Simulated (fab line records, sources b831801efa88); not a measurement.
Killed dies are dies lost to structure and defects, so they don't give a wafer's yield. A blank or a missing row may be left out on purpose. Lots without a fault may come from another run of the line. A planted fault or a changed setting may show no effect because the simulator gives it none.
Which tool did it? | flow sky130 | 11 lots, 33 wafers sampled, at 5 steps of a route of 708

WHAT THE GAUGES READ, wafer by wafer
SKY_SD_N_RS_MEAS_16: measures by four-point-probe. Usual: SD_N_RS 68.49 ohm/sq, standard deviation 0.11.
lot  | measured     | on            | SD_N_RS (ohm/sq)  | flag
L811 | day 27 16:07 | film_metro-04 | 68.45 68.42 68.39 |
L812 | day 27 22:29 | film_metro-02 | 68.52 68.58 68.62 |
L813 | day 28 01:16 | film_metro-03 | 68.69 68.59 68.73 |
L814 | day 28 14:20 | film_metro-04 | 68.46 68.53 68.41 |
L815 | day 28 22:23 | film_metro-04 | 68.71 68.51 68.45 |
L816 | day 29 14:21 | film_metro-03 | 68.51 68.39 68.39 |
L825 | day 32 08:42 | film_metro-04 | 70.50 70.62 70.55 | OFF
L826 | day 32 19:56 | film_metro-02 | 70.79 70.73 70.64 | OFF
L831 | day 35 18:58 | film_metro-02 | 68.68 68.55 68.45 |
L832 | day 35 19:44 | film_metro-03 | 68.64 68.59 68.48 |
L833 | day 36 02:01 | film_metro-03 | 68.46 68.66 68.56 |

SKY_SD_N_RS_MEAS_17: measures by four-point-probe. Usual: SD_P_RS 148.2 ohm/sq, standard deviation 0.36.
lot  | measured     | on            | SD_P_RS (ohm/sq)  | flag
L811 | day 27 16:14 | film_metro-04 | 148.1 147.9 148.0 |
L812 | day 27 22:37 | film_metro-02 | 148.5 148.5 148.0 |
L813 | day 28 01:23 | film_metro-03 | 148.6 148.6 149.0 |
L814 | day 28 14:28 | film_metro-04 | 147.8 148.0 147.7 |
L815 | day 28 22:30 | film_metro-04 | 148.4 147.8 147.8 |
L816 | day 29 14:28 | film_metro-03 | 148.4 147.7 148.0 |
L825 | day 32 08:49 | film_metro-04 | 160.6 160.6 160.3 | OFF
L826 | day 32 20:04 | film_metro-02 | 160.6 160.8 160.4 | OFF
L831 | day 35 19:05 | film_metro-02 | 148.6 148.1 148.7 |
L832 | day 35 19:51 | film_metro-03 | 148.9 148.6 148.3 |
L833 | day 36 02:08 | film_metro-03 | 148.0 148.4 148.3 |

WHICH TOOL RAN EACH LOT (tool, then ch and the chambers of the sampled wafers, then the start)
lot  | SKY_SPACER_ETCHBACK_02             | SKY_POLY_CUT_ETCH_10               | SKY_SD_N_RTA_14
L811 | rie_diel-04 ch 0,1, day 22 15:19   | rie_diel-04 ch 1,2,3, day 23 20:59 | rtp_anneal-02 ch 0, day 27 15:56
L812 | rie_diel-01 ch 1,2,3, day 22 22:35 | rie_diel-04 ch 0,1,2, day 24 04:53 | rtp_anneal-01 ch 0, day 27 22:17
L813 | rie_diel-01 ch 1,2, day 23 03:17   | rie_diel-01 ch 2,3, day 24 08:53   | rtp_anneal-02 ch 0, day 28 01:05
L814 | rie_diel-04 ch 0,1, day 23 16:09   | rie_diel-04 ch 1,2,3, day 24 21:56 | rtp_anneal-01 ch 0, day 28 14:10
L815 | rie_diel-01 ch 1,2, day 24 00:59   | rie_diel-04 ch 0,1,2, day 25 06:50 | rtp_anneal-02 ch 0, day 28 22:12
L816 | rie_diel-02 ch 1,2,3, day 24 17:52 | rie_diel-03 ch 2,3, day 25 23:56   | rtp_anneal-01 ch 0, day 29 14:10
L825 | rie_diel-01 ch 0,1,2, day 27 15:44 | rie_diel-03 ch 0,1,2, day 28 20:23 | rtp_anneal-01 ch 0, day 32 08:31
L826 | rie_diel-02 ch 2,3, day 28 03:00   | rie_diel-04 ch 0,2,3, day 29 07:47 | rtp_anneal-01 ch 0, day 32 19:46
L831 | rie_diel-02 ch 0,3, day 31 06:37   | rie_diel-04 ch 1,3, day 32 09:56   | rtp_anneal-02 ch 0, day 35 18:46
L832 | rie_diel-01 ch 1,2,3, day 31 07:54 | rie_diel-01 ch 0,1,2, day 32 11:17 | rtp_anneal-02 ch 0, day 35 19:33
L833 | rie_diel-01 ch 0,1,3, day 31 14:37 | rie_diel-03 ch 1,2,3, day 32 17:53 | rtp_anneal-02 ch 0, day 36 01:47
- SKY_SPACER_ETCHBACK_02: etches Si3N4 in CH3F/O2, stops on SiO2, time 46.7 s, target depth 45 nm.
- SKY_POLY_CUT_ETCH_10: etches BARC in N2/H2, stops on SiO2, time 45.9 s, target depth 60 nm.
- SKY_SD_N_RTA_14: time 2 s.

WHAT THE TOOLS THEMSELVES READ (means of the sampled wafers that have a number; where no wafer has one, the mark that the record gives instead)
SKY_SPACER_ETCHBACK_02. Usual: drypump_motor_current_A 5.8 A, standard deviation 0.31; oes_product_au 0.855 a.u., standard deviation 0.0066; throttle_valve_pct 10.563 %, standard deviation 0.0089.
lot  | tool        | drypump_motor_current_A (A) | oes_product_au (a.u.) | throttle_valve_pct (%) | flag
L811 | rie_diel-04 | 5.7                         | 0.846                 | 10.564                 |
L812 | rie_diel-01 | 5.7                         | 0.864                 | 10.558                 |
L813 | rie_diel-01 | 5.7                         | 0.852                 | 10.561                 |
L814 | rie_diel-04 | 5.7                         | 0.854                 | 10.559                 |
L815 | rie_diel-01 | 5.6                         | 0.856                 | 10.561                 |
L816 | rie_diel-02 | 5.7                         | 0.851                 | 10.564                 |
L825 | rie_diel-01 | 5.9                         | 0.849                 | 10.562                 |
L826 | rie_diel-02 | 5.5                         | 0.847                 | 10.567                 |
L831 | rie_diel-02 | 5.2                         | 0.850                 | 10.563                 |
L832 | rie_diel-01 | 5.6                         | 0.862                 | 10.565                 |
L833 | rie_diel-01 | 5.9                         | 0.858                 | 10.562                 |

SKY_POLY_CUT_ETCH_10. Usual: drypump_motor_current_A 5.82 A, standard deviation 0.24; oes_product_au 0.855 a.u., standard deviation 0.0043; throttle_valve_pct 13.225 %, standard deviation 0.0082.
lot  | tool        | drypump_motor_current_A (A) | oes_product_au (a.u.) | throttle_valve_pct (%) | flag
L811 | rie_diel-04 | 5.76                        | 0.858                 | 13.221                 |
L812 | rie_diel-04 | 5.83                        | 0.858                 | 13.225                 |
L813 | rie_diel-01 | 5.66                        | 0.856                 | 13.220                 |
L814 | rie_diel-04 | 5.75                        | 0.855                 | 13.227                 |
L815 | rie_diel-04 | 5.82                        | 0.856                 | 13.225                 |
L816 | rie_diel-03 | 5.77                        | 0.855                 | 13.230                 |
L825 | rie_diel-03 | 5.94                        | 0.856                 | 13.214                 |
L826 | rie_diel-04 | 5.76                        | 0.854                 | 13.227                 |
L831 | rie_diel-04 | 5.65                        | 0.854                 | 13.220                 |
L832 | rie_diel-01 | 5.89                        | 0.855                 | 13.215                 |
L833 | rie_diel-03 | 5.95                        | 0.856                 | 13.225                 |

SKY_SD_N_RTA_14. Usual: lamp_power_pct 15.73 %, standard deviation 0.054; wafer_temp_C_max 1078.1, standard deviation 1.3.
lot  | tool          | lamp_power_pct (%) | wafer_temp_C_max | flag
L811 | rtp_anneal-02 | 15.70              | 1078.5           |
L812 | rtp_anneal-01 | 15.74              | 1077.1           |
L813 | rtp_anneal-02 | 15.69              | 1078.5           |
L814 | rtp_anneal-01 | 15.72              | 1078.9           |
L815 | rtp_anneal-02 | 15.72              | 1077.8           |
L816 | rtp_anneal-01 | 15.69              | 1079.6           |
L825 | rtp_anneal-01 | 15.21              | 1078.6           | OFF
L826 | rtp_anneal-01 | 15.24              | 1076.3           | OFF
L831 | rtp_anneal-02 | 15.76              | 1078.5           |
L832 | rtp_anneal-02 | 15.76              | 1078.6           |
L833 | rtp_anneal-02 | 15.72              | 1076.7           |

THE ANSWER, worked out from the rows above alone
Rule: a lot is off if the mean of its wafers that have a number lies more than 3 standard deviations from the usual mean. A lot without any number at a reading at which 4 lots or more have one is off too. The other lots that the step has rows for count as sound. The gauges are gone through in route order, then the tools' own readings, and for those a lot's mean is taken as printed above. The first step at which some lot is off is used, and at that step the reading that is off furthest; a lot without a number counts as furthest.
Off: L825, L826, at SKY_SD_N_RS_MEAS_16 (SD_N_RS).
A tool fits if, at a process step before that reading, it ran every lot that is off, and no sound lot after the first of them. The gauges at SKY_SD_N_RS_MEAS_16 aren't tried: what is off there is off at SKY_SD_N_RTA_14 too, on other tools, and a gauge's error can't cause that. One fits: rtp_anneal-01 at SKY_SD_N_RTA_14. Its last sound lot is L816 (day 29 14:10), its first lot that is off L825 (day 32 08:31): a fault that began between those two fits.
The tool's own readings at SKY_SD_N_RTA_14 bear it out: on the lots that are off they differ by more than 5 times the standard deviation of the sound lots' means. lamp_power_pct reads 15.23 % there against 15.72 % on the sound lots.

WHAT THE SIMULATOR HAD PUT IN
Process parameter drift: rtp_anneal-01, from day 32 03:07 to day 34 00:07, at SKY_SD_N_RTA_14. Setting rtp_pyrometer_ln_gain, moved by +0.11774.
Lots struck among those shown: L825, L826. The rule above found the same.
